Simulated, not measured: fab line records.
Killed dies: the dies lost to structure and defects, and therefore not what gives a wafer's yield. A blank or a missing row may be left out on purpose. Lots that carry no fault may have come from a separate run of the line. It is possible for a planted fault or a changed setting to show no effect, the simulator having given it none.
A struck lot beside a sound one	flow sky130	43 steps out of a route of 708
Sound: wafers L938.2, L938.3, L938.6. Wafers struck: L946.1, L946.4, L946.6. The cause comes at the end.
At each step with rows: each side's tool, then ch and its chambers, then its first start. Under that, the readings that differ: sound wafers	struck wafers	difference of the means	sigmas: that difference in standard deviations of wafers without a fault.
alike: a reading whose means differ by less than 2 such deviations, as well as words and numbers matching on both sides. not compared: withheld readings; readings where some wafer has no value; bounds like >300 that might hide an equal value; numbers whose values overlap and for which the record gives no deviation.
The two part at a step that has a row with sigmas, a row that says differs or no value, or rows on one side only. Non-overlapping numbers with no deviation appear without sigmas and do not part them. A reading that every wafer of one side lacks parts them only if that side has two wafers or more.

first, 6 steps without rows for these wafers: SKY_LDD_N_IMPLANT_10; SKY_LDD_N_IMPLANT_11; SKY_LDD_N_IMPLANT_12; SKY_LDD_N_IMPLANT_13; SKY_LDD_N_IMPLANT_14; SKY_LDD_N_IMPLANT_15.
SKY_LDD_N_STRIP_16: strips in O2/N2.
  sound on plasma-asher-01 ch 1, day 19 07:46; struck on plasma-asher-03 ch 0,1, day 22 02:35
  alike: drypump-motor-current-A, n2-flow-sccm, oes-product-au, strip-time-to-endpoint-s
  not compared: rf-hours-counter-h
SKY_LDD_N_TW_MEAS_17:
  sound: film-metro-01 at day 19 07:52; struck: film-metro-01 at day 22 02:41
  alike: LDD_N_TW
then, 4 steps without rows for these wafers: SKY_LDD_P_DEHYDRATE_00 (time 60 s); SKY_LDD_P_HMDS_01 (prime time 60 s); SKY_LDD_P_COAT_02 (resist thk 1140 nm); SKY_LDD_P_SOFTBAKE_03 (time 60 s).
SKY_LDD_P_EXPOSE_04: exposes mask PSDM, target cd 380 nm.
  sound on iline-stepper-02 ch 0, day 19 23:29; struck on iline-stepper-01 ch 0, day 22 18:24
reading	sound	struck	difference	sigmas
mask	PSDM#0 PSDM#0 PSDM#0	HVPTM#0 HVPTM#0 HVPTM#0	differs	
  alike: exposure-dose-mJ-cm2
then, 2 steps without rows for these wafers: SKY_LDD_P_PEB_05; SKY_LDD_P_DEVELOP_06 (develop time 60 s).
SKY_LDD_P_CD_MEAS_07: the cd target is 380 nm.
  sound: cd-sem-02 at day 20 14:50; struck: cd-sem-01 at day 23 09:03
reading	sound	struck	difference	sigmas
cd-nm (nm)	379.2 381.3 376.5	- - -	no value on the struck wafers	
SKY_LDD_P_OVL_MEAS_08:
  sound: overlay-02 at day 20 14:56; struck: overlay-02 at day 23 09:10
reading	sound	struck	difference	sigmas
LDD_P_OVL (nm)	-0.1 -1.7 2.3	- - -	no value on the struck wafers	
after that, 1 step had no rows for these wafers: SKY_LDD_P_IMPLANT_09.
SKY_LDD_P_STRIP_10: strips in O2/N2.
  sound on plasma-asher-04 ch 0,1, day 20 15:07; struck on plasma-asher-02 ch 0,1, day 23 09:21
  alike: drypump-motor-current-A, n2-flow-sccm, oes-product-au, strip-time-to-endpoint-s
  not compared: rf-hours-counter-h
SKY_LDD_P_TW_MEAS_11:
  sound: film-metro-03 at day 20 15:13; struck: film-metro-04 at day 23 09:27
reading	sound	struck	difference	sigmas
LDD_P_TW	636 637 637	30 30 30	-607	-79
then, 7 steps without rows for these wafers: SKY_LDD_HVN_DEHYDRATE_00 (time 60 s); SKY_LDD_HVN_HMDS_01 (prime time 60 s); SKY_LDD_HVN_COAT_02 (resist thk 300 nm); SKY_LDD_HVN_SOFTBAKE_03 (time 60 s); SKY_LDD_HVN_EXPOSE_04 (exposes mask HVNTM, target cd 700 nm); SKY_LDD_HVN_PEB_05; SKY_LDD_HVN_DEVELOP_06 (develop time 60 s).
SKY_LDD_HVN_OVL_MEAS_07:
  sound: overlay-01 at day 21 22:06; struck: overlay-02 at day 24 15:37
  alike: LDD_HVN_OVL
after that, 1 step had no rows for these wafers: SKY_LDD_HVN_IMPLANT_08.
SKY_LDD_HVN_STRIP_09: strips in O2/N2.
  sound on plasma-asher-02 ch 0,1, day 21 22:17; struck on plasma-asher-01 ch 0,1, day 24 15:49
  alike: drypump-motor-current-A, n2-flow-sccm, oes-product-au, strip-time-to-endpoint-s
  not compared: rf-hours-counter-h
SKY_LDD_HVN_TW_MEAS_10:
  sound: film-metro-04 at day 21 22:23; struck: film-metro-01 at day 24 15:55
  alike: LDD_HVN_TW
then, 7 steps without rows for these wafers: SKY_LDD_HVP_DEHYDRATE_00 (time 60 s); SKY_LDD_HVP_HMDS_01 (prime time 60 s); SKY_LDD_HVP_COAT_02 (resist thk 300 nm); SKY_LDD_HVP_SOFTBAKE_03 (time 60 s); SKY_LDD_HVP_EXPOSE_04 (exposes mask HVPTM, target cd 700 nm); SKY_LDD_HVP_PEB_05; SKY_LDD_HVP_DEVELOP_06 (develop time 60 s).
SKY_LDD_HVP_OVL_MEAS_07:
  sound: overlay-01 at day 23 04:01; struck: overlay-01 at day 25 21:04
  alike: LDD_HVP_OVL
after that, 1 step had no rows for these wafers: SKY_LDD_HVP_IMPLANT_08.
SKY_LDD_HVP_STRIP_09: strips in O2/N2.
  sound on plasma-asher-01 ch 0,1, day 23 04:11; struck on plasma-asher-02 ch 0,1, day 25 21:14
reading	sound	struck	difference	sigmas
n2-flow-sccm (sccm)	302.4 300.3 300.4	300.3 299.8 297.8	-1.7	-2
  alike: drypump-motor-current-A, oes-product-au, strip-time-to-endpoint-s
  not compared: rf-hours-counter-h
SKY_LDD_HVP_TW_MEAS_10:
  sound: film-metro-01 at day 23 04:18; struck: film-metro-01 at day 25 21:20
reading	sound	struck	difference	sigmas
LDD_HVP_TW	457 457 456	697 698 695	+240	+49
-- record jumps: 23 days separate the struck wafers' starts on either side; left off in module LDD_HVP, taken up again in module PAD_OPEN, whose first shown step is the route's number 708 --
SKY_PAD_OPEN_PROBE_99:
  sound: prober-01 at day 46 22:32; struck: prober-01 at day 48 17:58
reading	sound	struck	difference	sigmas
killed-at-front-end	14 17 19	416 421 428	+405	+90
killed-dies	91 94 95	492 492 492	+399	+47
killed-on-rim	18 16 18	96 96 96	+79	+19
  alike: killed_at_M0_to_M3, killed_at_M4_up, killed-at-contacts, killed-at-other, killed-open, killed-short

== WHERE THEY PART ==
Last at SKY_PAD_OPEN_PROBE_99 as far as this record goes, first at SKY_LDD_P_EXPOSE_04.

WHY: what had been put in by the simulator
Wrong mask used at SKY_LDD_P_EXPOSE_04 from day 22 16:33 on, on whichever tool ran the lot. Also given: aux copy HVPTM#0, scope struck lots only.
